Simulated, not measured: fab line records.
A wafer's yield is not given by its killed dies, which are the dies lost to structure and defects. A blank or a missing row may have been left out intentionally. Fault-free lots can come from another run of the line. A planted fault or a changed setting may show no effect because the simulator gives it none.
fab line records	flow sky130
[record] lots = 14	wafers = 42	lastDay = 50
route steps=708 shown FIELD_ISO@3 NWELL@81 SONOS_ONO@171
lots that met no fault: from a run of the same line without faults
startH: hours from the record's first day to the start of the lot's first wafer shown	waitH: time in hours since the lot's previous step	" unchanged from the row above	L1.1+2: one row covering several wafers at once	- no value, or no start given	* or withheld: withheld	< > ~ a bound
route shown NAME@n: NAME is a module with steps in the file, n the number in the route of the first one	usual: mean/standard deviation of fault-free wafers	same: alike in all rows	chamber/n: place in a boat	sites: the reading at each site	_std_site: their standard deviation	_edge_site: mean of outer sites minus mean of inner sites	radiusMm: for every site, how far away it sits from the centre of the wafer	mask NAME#n: copy n	behind: the last tool/chamber to shape the wafer	hold: the reason the lot was held/the length of the hold in hours/how it ended	device: names the non-switching transistor (n, p or np)	end of line: the route-end tests of the same wafers	a step without rows: its recipe alone	killed: count of dies lost to structure and defects at first sort (not the wafer's yield)	map: per-die view of a wafer (x killed, . not killed, _ where there is no die)
set.NAME: setting as actually run; set.NAME@STEP: the setting as run at that earlier step	model.NAME: the simulator's own value behind a step, which no gauge read
route steps across a sampled set of lots; one table per step, one row per wafer
services: a tool's chamber out of use, with start hour (startH, from the record's first day; less than 0 if before it), hours out, and reason
[[steps]]
[step SKY_FIELD_ISO_THK_MEAS_02]
[recipe] reads = SiO2_of_FIELD_ISO_OXIDATION_01
[usual] FIELD_ISO_OXIDATION_00_THK = 12.06/0.19
lot.wafer	tool	chamber	startH	waitH	FIELD_ISO_OXIDATION_00_THK[nm]
L726.1	filmMetro-04	-	16.94	0.0	11.94
L726.3	"	-	"	"	11.94
L726.4	"	-	"	"	12.00
L727.3	filmMetro-04	-	22.04	0.0	11.69
L727.4	"	-	"	"	11.74
L727.6	"	-	"	"	11.65
L728.2	filmMetro-01	-	27.53	0.0	12.03
L728.3	"	-	"	"	12.06
L728.5	"	-	"	"	11.84
L730.3	filmMetro-01	-	37.21	0.0	11.83
L730.4	"	-	"	"	11.96
L730.6	"	-	"	"	12.25
L731.2	filmMetro-04	-	42.19	0.0	12.14
L731.4	"	-	"	"	12.27
L731.6	"	-	"	"	12.22
L732.2	filmMetro-01	-	46.73	0.0	12.01
L732.5	"	-	"	"	11.92
L732.6	"	-	"	"	12.20
L733.3	filmMetro-01	-	52.14	0.0	12.19
L733.4	"	-	"	"	12.01
L733.6	"	-	"	"	11.95
L738.2	filmMetro-02	-	76.64	0.0	12.10
L738.3	"	-	"	"	12.39
L738.4	"	-	"	"	12.12
L739.1	filmMetro-02	-	81.63	0.0	12.16
L739.4	"	-	"	"	12.01
L739.5	"	-	"	"	12.00
L740.3	filmMetro-01	-	88.78	0.0	12.17
L740.5	"	-	"	"	12.18
L740.6	"	-	"	"	12.01
L741.1	filmMetro-04	-	93.08	0.0	12.06
L741.2	"	-	"	"	12.25
L741.4	"	-	"	"	12.25
L743.1	filmMetro-01	-	102.66	0.0	11.87
L743.4	"	-	"	"	11.92
L743.6	"	-	"	"	12.06
L747.2	filmMetro-02	-	126.63	0.0	11.96
L747.3	"	-	"	"	11.74
L747.6	"	-	"	"	11.83
L748.1	filmMetro-02	-	130.37	0.0	12.01
L748.2	"	-	"	"	12.29
L748.3	"	-	"	"	12.20
[step SKY_FIELD_ISO_ETCH_14]
[recipe] chemistry = N2/H2	target = BARC	ionEnergyEv = 200	sourceW = 500	biasW = 100	pressureMtorr = 30	n2FlowSccm = 100	h2FlowSccm = 200	stopOn = SiO2	timeS = 45.9	targetDepthA = 600
[usual] chamberPressureMTorr = 29.998/0.028	drypumpMotorCurrentA = 5.8/0.41	oesProductAu = 0.854/0.0045	runLengthS = 74.1/0.54	throttleValvePct = 13.224/0.0082
lot.wafer	tool	chamber	startH	waitH	chamberPressureMTorr	drypumpMotorCurrentA	oesProductAu	rfHoursCounterH	runLengthS	throttleValvePct
L726.1	rieDiel-02	3	34.00	0.1	30.014	5.3	0.857	125	74.3	13.224
L726.3	"	2	"	"	29.981	5.7	0.853	145	74.8	13.220
L726.4	"	1	"	"	29.982	5.4	0.861	64	74.2	13.225
L727.3	rieDiel-03	0	38.95	0.1	29.980	6.6	0.859	7	74.7	13.227
L727.4	"	2	"	"	30.028	6.0	0.848	42	73.4	13.214
L727.6	"	0	"	"	29.980	6.6	0.855	-	74.5	13.230
L728.2	rieDiel-03	0	47.07	0.1	29.966	6.7	0.857	7	74.6	13.231
L728.3	"	3	"	"	29.924	5.7	0.857	171	73.9	13.225
L728.5	"	1	"	"	30.005	5.3	0.861	-	74.5	13.223
L730.3	rieDiel-03	3	55.15	0.1	29.978	5.7	0.851	171	74.3	13.228
L730.4	"	0	"	"	30.038	6.6	0.859	7	74.3	13.225
L730.6	"	2	"	"	30.003	6.0	0.857	-	74.0	13.222
L731.2	rieDiel-02	2	59.72	0.1	29.962	5.7	0.858	145	74.6	13.223
L731.4	"	0	"	"	30.032	5.6	0.851	5	74.2	13.219
L731.6	"	3	"	"	30.030	5.3	0.852	-	74.9	13.218
L732.2	rieDiel-03	3	65.07	0.1	30.012	5.7	0.858	172	73.7	13.218
L732.5	"	2	"	"	29.988	6.0	0.856	-	73.6	13.211
L732.6	"	1	"	"	30.021	5.3	0.848	-	73.8	13.229
L733.3	rieDiel-02	2	70.25	0.1	30.028	5.7	0.848	145	74.6	13.222
L733.4	"	1	"	"	30.002	5.4	0.855	65	74.0	13.233
L733.6	"	2	"	"	29.993	5.7	0.851	-	74.8	13.221
L738.2	rieDiel-02	1	96.40	0.1	30.095	5.5	1.002	65	46.8	13.233
L738.3	"	2	"	"	30.010	5.8	1.006	146	47.0	13.243
L738.4	"	0	"	"	30.021	5.6	0.846	5	73.7	13.221
L739.1	rieDiel-03	0	103.25	0.1	29.978	6.6	0.863	8	74.9	13.226
L739.4	"	2	"	"	29.951	6.0	0.855	44	73.2	13.249
L739.5	"	2	"	"	30.027	6.0	0.850	-	73.3	13.216
L740.3	rieDiel-02	2	109.02	0.1	29.962	5.8	0.992	146	47.1	13.238
L740.5	"	0	"	"	29.953	5.7	0.852	-	73.6	13.225
L740.6	"	3	"	"	30.025	5.3	0.856	-	74.6	13.213
L741.1	rieDiel-04	0	113.92	0.1	29.999	5.8	0.856	49	74.5	13.224
L741.2	"	1	"	"	29.973	5.7	0.847	121	73.2	13.236
L741.4	"	2	"	"	29.971	6.0	0.856	14	74.8	13.231
L743.1	rieDiel-03	2	123.35	0.1	30.028	6.0	0.853	44	73.2	13.231
L743.4	"	3	"	"	30.003	5.7	0.850	1	74.2	13.223
L743.6	"	1	"	"	29.912	5.3	0.851	-	73.9	13.223
L747.2	rieDiel-03	2	147.72	0.1	30.004	6.0	0.850	45	73.6	13.236
L747.3	"	0	"	"	30.007	6.6	0.858	9	74.5	13.221
L747.6	"	0	"	"	29.959	6.6	0.852	-	74.6	13.220
L748.1	rieDiel-03	2	150.92	0.1	30.027	6.0	0.853	45	73.6	13.224
L748.2	"	1	"	"	30.007	5.3	0.851	10	73.8	13.224
L748.3	"	3	"	"	29.966	5.7	0.855	1	74.1	13.222
[step SKY_FIELD_ISO_ETCH_15]
[recipe] chemistry = CHF3/O2	targetDepthNm = 180	stopOn = Si	sourceW = 600	biasW = 200	pressureMtorr = 40	chf3FlowSccm = 50	O2_flow_sccm = 5	timeS = 72
[usual] chamberPressureMTorr = 40.00/0.04	drypumpMotorCurrentA = 5.8/0.41	oesProductAu = 0.947/0.006	runLengthS = 100.2/0.53	throttleValvePct = 8.844/0.0091
lot.wafer	tool	chamber	startH	waitH	chamberPressureMTorr	drypumpMotorCurrentA	oesProductAu	rfHoursCounterH	runLengthS	throttleValvePct
L726.1	rieDiel-02	3	34.05	0.0	40.01	5.3	0.940	125	100.4	8.853
L726.3	"	2	"	"	40.05	5.7	0.950	145	101.0	8.847
L726.4	"	1	"	"	40.01	5.4	0.951	64	100.4	8.841
L727.3	rieDiel-03	0	39.00	0.0	40.03	6.6	0.951	7	100.7	8.846
L727.4	"	2	"	"	39.97	6.0	0.939	42	99.5	8.849
L727.6	"	0	"	"	40.00	6.6	0.949	-	100.4	8.830
L728.2	rieDiel-03	0	47.11	0.0	39.93	6.6	0.949	7	100.5	8.847
L728.3	"	3	"	"	40.05	5.7	0.939	171	100.3	8.846
L728.5	"	1	"	"	39.98	5.3	0.945	-	99.9	8.837
L730.3	rieDiel-03	3	55.20	0.0	40.02	5.7	0.944	171	99.8	8.848
L730.4	"	0	"	"	40.01	6.6	0.939	7	100.6	8.830
L730.6	"	2	"	"	40.02	6.0	0.944	-	100.0	8.851
L731.2	rieDiel-02	2	59.76	0.0	39.97	5.7	0.956	145	100.8	8.836
L731.4	"	0	"	"	39.98	5.6	0.945	5	100.0	8.827
L731.6	"	3	"	"	40.08	5.3	0.960	-	100.5	8.826
L732.2	rieDiel-03	3	65.11	0.0	39.97	5.7	0.953	172	100.2	8.847
L732.5	"	2	"	"	39.94	6.0	0.955	-	100.1	8.838
L732.6	"	1	"	"	40.02	5.3	0.954	-	99.8	8.838
L733.3	rieDiel-02	2	70.30	0.0	40.09	5.7	0.954	146	100.8	8.839
L733.4	"	1	"	"	40.01	5.4	0.950	65	100.4	8.839
L733.6	"	2	"	"	39.97	5.7	0.945	-	100.8	8.846
L738.2	rieDiel-02	1	96.45	0.0	40.03	5.4	0.385	65	100.0	8.671
L738.3	"	2	"	"	40.00	5.7	0.377	146	100.8	8.683
L738.4	"	0	"	"	39.96	5.6	0.949	5	99.6	8.846
L739.1	rieDiel-03	0	103.30	0.0	40.04	6.6	0.941	8	100.9	8.839
L739.4	"	2	"	"	39.99	6.0	0.945	44	99.7	8.845
L739.5	"	2	"	"	39.98	6.0	0.942	-	99.3	8.843
L740.3	rieDiel-02	2	109.06	0.0	39.94	5.8	0.379	146	101.2	8.669
L740.5	"	0	"	"	40.03	5.7	0.944	-	99.7	8.854
L740.6	"	3	"	"	40.06	5.3	0.955	-	100.5	8.852
L741.1	rieDiel-04	0	113.96	0.0	40.03	5.8	0.950	49	100.1	8.853
L741.2	"	1	"	"	39.99	5.7	0.947	121	99.5	8.852
L741.4	"	2	"	"	40.02	6.0	0.935	14	101.3	8.851
L743.1	rieDiel-03	2	123.40	0.0	39.96	6.0	0.947	44	99.7	8.837
L743.4	"	3	"	"	39.96	5.7	0.954	1	100.1	8.855
L743.6	"	1	"	"	40.03	5.3	0.944	-	100.3	8.848
L747.2	rieDiel-03	2	147.76	0.0	40.01	6.0	0.949	45	99.4	8.853
L747.3	"	0	"	"	39.95	6.7	0.949	9	100.8	8.853
L747.6	"	0	"	"	40.02	6.6	0.946	-	100.3	8.844
L748.1	rieDiel-03	2	150.96	0.0	40.05	6.0	0.951	45	99.3	8.848
L748.2	"	1	"	"	39.99	5.3	0.956	10	99.9	8.834
L748.3	"	3	"	"	40.00	5.7	0.948	1	99.9	8.844
[step SKY_FIELD_ISO_STRIP_16]
[recipe] chemistry = O2/N2	powerW = 1400	pressureMtorr = 1500	platenTempC = withheld	o2FlowSccm = 3000	n2FlowSccm = 300	overashFraction = 0.5
[usual] chamberPressureMTorr = 1500.1/1.3	drypumpMotorCurrentA = 5.6/0.51	oesProductAu = 0.378/0.0045	stripTimeToEndpointS = 3.556/0.027
lot.wafer	tool	chamber	startH	waitH	chamberPressureMTorr	drypumpMotorCurrentA	oesProductAu	rfHoursCounterH	stripTimeToEndpointS
L726.1	plasmaAsher-02	0	34.10	0.0	1500.9	5.1	0.386	36	3.579
L726.3	"	0	"	"	1499.6	5.1	0.381	-	3.562
L726.4	"	1	"	"	1499.9	5.8	0.380	-	3.575
L727.3	plasmaAsher-02	1	39.09	0.1	1501.7	5.8	0.373	-	3.562
L727.4	"	0	"	"	1501.1	5.1	0.380	-	3.505
L727.6	"	1	"	"	1501.8	5.8	0.378	-	3.563
L728.2	plasmaAsher-02	1	47.17	0.0	1501.7	5.8	0.368	37	3.579
L728.3	"	1	"	"	1499.8	5.8	0.384	-	3.559
L728.5	"	0	"	"	1498.9	5.1	0.383	-	3.597
L730.3	plasmaAsher-01	1	55.29	0.1	1499.3	6.3	0.383	-	3.573
L730.4	"	0	"	"	1498.5	4.9	0.378	-	3.573
L730.6	"	1	"	"	1500.3	6.3	0.380	-	3.541
L731.2	plasmaAsher-03	1	59.82	0.0	1499.9	5.8	0.375	39	3.559
L731.4	"	0	"	"	1499.8	5.6	0.376	-	3.514
L731.6	"	1	"	"	1497.9	5.8	0.383	-	3.594
L732.2	plasmaAsher-02	0	65.16	0.0	1500.3	5.1	0.374	39	3.560
L732.5	"	1	"	"	1500.5	5.8	0.373	-	3.515
L732.6	"	0	"	"	1499.5	5.1	0.385	-	3.553
L733.3	plasmaAsher-02	1	70.39	0.1	1498.6	5.8	0.383	-	3.599
L733.4	"	0	"	"	1499.4	5.1	0.381	-	3.582
L733.6	"	1	"	"	1499.2	5.8	0.373	-	3.571
L738.2	plasmaAsher-01	1	96.50	0.0	1497.4	6.3	0.394	41	3.855
L738.3	"	1	"	"	1497.9	6.4	0.390	-	3.846
L738.4	"	0	"	"	1498.7	5.0	0.376	-	3.517
L739.1	plasmaAsher-02	0	103.35	0.0	1500.8	5.1	0.382	42	3.568
L739.4	"	0	"	"	1502.4	5.1	0.372	-	3.518
L739.5	"	1	"	"	1499.2	5.8	0.378	-	3.538
L740.3	plasmaAsher-01	0	109.15	0.1	1500.2	5.0	0.386	-	3.852
L740.5	"	0	"	"	1501.8	4.9	0.375	-	3.507
L740.6	"	1	"	"	1499.1	6.3	0.376	-	3.582
L741.1	plasmaAsher-03	0	114.01	0.0	1499.9	5.6	0.381	44	3.535
L741.2	"	1	"	"	1498.9	5.8	0.384	44	3.559
L741.4	"	0	"	"	1496.8	5.6	0.375	-	3.534
L743.1	plasmaAsher-01	0	123.45	0.0	1500.0	4.9	0.382	44	3.549
L743.4	"	0	"	"	1500.9	4.9	0.385	-	3.571
L743.6	"	0	"	"	1500.1	4.9	0.379	-	3.575
L747.2	plasmaAsher-01	1	147.81	0.0	1499.9	6.4	0.386	47	3.533
L747.3	"	1	"	"	1500.5	6.4	0.379	-	3.564
L747.6	"	0	"	"	1503.1	5.0	0.381	-	3.516
L748.1	plasmaAsher-01	1	151.02	0.0	1500.1	6.4	0.369	47	3.537
L748.2	"	0	"	"	1502.1	4.9	0.388	47	3.562
L748.3	"	1	"	"	1501.0	6.4	0.374	-	3.563
[step SKY_NWELL_RTA_28]
[recipe] tempC = 1050	timeS = 30	idleTempC = 650	rampUpCPerS = 150	rampDownCPerS = 90	ambient = N2
[usual] lampPowerPct = 25.30/0.061	wafer_temp_C_max = 1054.9/0.98
lot.wafer	tool	chamber	startH	waitH	lampPowerPct	wafer_temp_C_max
L726.1	rtpAnneal-02	0	109.08	0.0	25.33	1054.8
L726.3	"	0	"	"	25.26	1054.9
L726.4	"	0	"	"	25.39	1054.3
L727.3	rtpAnneal-01	0	114.16	0.0	25.28	1055.3
L727.4	"	0	"	"	25.31	1053.8
L727.6	"	0	"	"	25.31	1057.3
L728.2	rtpAnneal-01	0	123.31	0.0	25.33	1055.0
L728.3	"	0	"	"	25.21	1055.3
L728.5	"	0	"	"	25.31	1055.2
L730.3	rtpAnneal-02	0	130.26	0.0	25.31	1053.7
L730.4	"	0	"	"	25.25	1054.8
L730.6	"	0	"	"	25.25	1054.4
L731.2	rtpAnneal-02	0	139.29	0.0	25.25	1054.6
L731.4	"	0	"	"	25.39	1056.7
L731.6	"	0	"	"	25.37	1054.9
L732.2	rtpAnneal-01	0	146.16	0.0	25.26	1054.1
L732.5	"	0	"	"	25.33	1054.3
L732.6	"	0	"	"	25.32	1054.7
L733.3	rtpAnneal-02	0	149.86	0.0	25.26	1053.7
L733.4	"	0	"	"	25.24	1056.2
L733.6	"	0	"	"	25.25	1054.1
L738.4	rtpAnneal-01	0	181.19	0.1	25.41	1054.3
L739.1	rtpAnneal-01	0	191.18	0.0	25.23	1055.5
L739.4	"	0	"	"	25.40	1056.0
L739.5	"	0	"	"	25.40	1054.8
L740.5	rtpAnneal-01	0	197.21	0.1	25.40	1056.7
L740.6	"	0	"	"	25.18	1056.2
L741.1	rtpAnneal-02	0	211.38	0.0	25.35	1054.0
L741.2	"	0	"	"	25.28	1054.4
L741.4	"	0	"	"	25.27	1053.2
L743.1	rtpAnneal-02	0	220.78	0.0	25.21	1054.9
L743.4	"	0	"	"	25.21	1055.6
L743.6	"	0	"	"	25.32	1055.1
L747.2	rtpAnneal-01	0	244.26	0.0	25.19	1054.2
L747.3	"	0	"	"	25.28	1054.9
L747.6	"	0	"	"	25.24	1054.3
L748.1	rtpAnneal-02	0	246.18	0.0	25.40	1057.1
L748.2	"	0	"	"	25.29	1054.0
L748.3	"	0	"	"	25.22	1058.5
[step SKY_SONOS_ONO_THK_MEAS_03]
[recipe] reads = Si3N4_of_SONOS_ONO_CVD_02
[usual] SONOS_ONO_CVD_02_THK = 10.54/0.16
lot.wafer	tool	chamber	startH	waitH	SONOS_ONO_CVD_02_THK[nm]
L726.1	filmMetro-04	-	259.07	0.0	10.85
L726.3	"	-	"	"	10.72
L726.4	"	-	"	"	10.78
L728.2	filmMetro-01	-	304.13	0.0	10.65
L728.3	"	-	"	"	10.59
L728.5	"	-	"	"	10.60
L727.3	filmMetro-02	-	304.14	0.0	10.80
L727.4	"	-	"	"	10.62
L727.6	"	-	"	"	10.69
L731.2	filmMetro-04	-	304.18	0.1	10.46
L731.4	"	-	"	"	10.58
L731.6	"	-	"	"	10.55
L730.3	filmMetro-01	-	304.20	0.1	10.76
L730.4	"	-	"	"	10.73
L730.6	"	-	"	"	10.67
L732.2	filmMetro-04	-	304.24	0.1	10.69
L732.5	"	-	"	"	10.55
L732.6	"	-	"	"	10.54
L733.3	filmMetro-04	-	311.58	0.0	10.68
L733.4	"	-	"	"	10.75
L733.6	"	-	"	"	10.77
L738.4	filmMetro-04	-	347.70	0.0	10.52
L739.1	filmMetro-04	-	360.26	0.0	10.39
L739.4	"	-	"	"	10.28
L739.5	"	-	"	"	10.42
L740.5	filmMetro-04	-	371.80	0.0	10.44
L740.6	"	-	"	"	10.40
L741.1	filmMetro-04	-	387.06	0.0	10.33
L741.2	"	-	"	"	10.23
L741.4	"	-	"	"	10.28
L743.1	filmMetro-01	-	401.66	0.0	10.62
L743.4	"	-	"	"	10.64
L743.6	"	-	"	"	10.65
L748.1	filmMetro-01	-	433.38	0.0	10.21
L748.2	"	-	"	"	10.30
L748.3	"	-	"	"	10.33
L747.2	filmMetro-02	-	433.39	0.0	10.56
L747.3	"	-	"	"	10.45
L747.6	"	-	"	"	10.46
[[services]]
tool	chamber	startH	hours	kind
plasmaAsher-02	-	23.45	2.3	repair
plasmaAsher-03	-	24.28	2.8	pm
plasmaAsher-03	-	29.20	2.8	repair
rieDiel-03	0	55.70	5.3	repair
rieDiel-04	1	65.38	5.2	repair
rieDiel-03	3	69.11	-	clean
rieDiel-03	3	69.11	23.9	scheduledDown
rieDiel-03	3	69.11	23.9	ventCycle
plasmaAsher-02	-	108.75	9.0	pm
plasmaAsher-02	0	108.75	9.0	ventCycle
plasmaAsher-03	-	116.93	2.6	repair
rieDiel-02	1	121.26	2.9	repair
rieDiel-02	0	141.11	5.7	repair
rieDiel-04	-	146.95	15.6	pm
plasmaAsher-02	-	147.14	2.0	repair
rieDiel-03	-	156.81	2.0	repair
rieDiel-02	-	183.37	2.8	pm
rieDiel-02	2	195.55	-	clean
rieDiel-02	2	195.55	22.9	scheduledDown
rieDiel-02	2	195.55	22.9	ventCycle
rieDiel-03	1	221.68	2.7	repair
plasmaAsher-03	-	230.29	2.3	repair
rieDiel-02	1	233.36	11.0	repair
rieDiel-02	-	244.43	1.1	repair
[[key]]
[firstSign] step = SKY_FIELD_ISO_ETCH_14	reading = runLengthS	direction = down	sigmas = 50	usual = *	struck = *
[effect] step = SKY_FIELD_ISO_ETCH_14	reading = oesProductAu	direction = up	sigmas = 33	usual = 0.854	struck = 1.000
[effect] step = SKY_FIELD_ISO_ETCH_15	reading = oesProductAu	direction = down	sigmas = 95	usual = 0.947	struck = 0.380
[effect] step = SKY_FIELD_ISO_STRIP_16	reading = stripTimeToEndpointS	direction = up	sigmas = 11	usual = *	struck = *
metAt SKY_FIELD_ISO_ETCH_14
struckLots L738,L740
struckWafers L738.2,L738.3,L740.3
laterRowsLeftOut L738.2,L738.3,L740.3
sortLeftOut L738.2,L738.3,L740.3
testerLeftOut L738,L740
notActingAt SKY_FIELD_ISO_THK_MEAS_02,SKY_NWELL_RTA_28,SKY_SONOS_ONO_THK_MEAS_03
onsetBetween 70.25 96.40
[fault] kind = processParameterDrift	tool = rieDiel-02	chamber = -	onsetH = 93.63	steps = SKY_FIELD_ISO_ETCH_14	channel = timeS	offset = *	shape = step	endH = 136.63	scope = struckWafersOnly	actsIn = *	stated = *
// testerLeftOut: of these lots the tester's yield and bins aren't shown, on N5 and GAA mostly nor the transistor test; their killed dies are dies lost to structure and defects alone, not to doping, threshold or leakage, so they don't give the yield
// sortLeftOut: the simulated sort isn't trusted on such a fault, so these wafers' sort isn't shown, and their yield isn't known
// laterRowsLeftOut: the simulator's readings of these wafers behind a module that went badly wrong aren't trusted and aren't shown, but for the sort
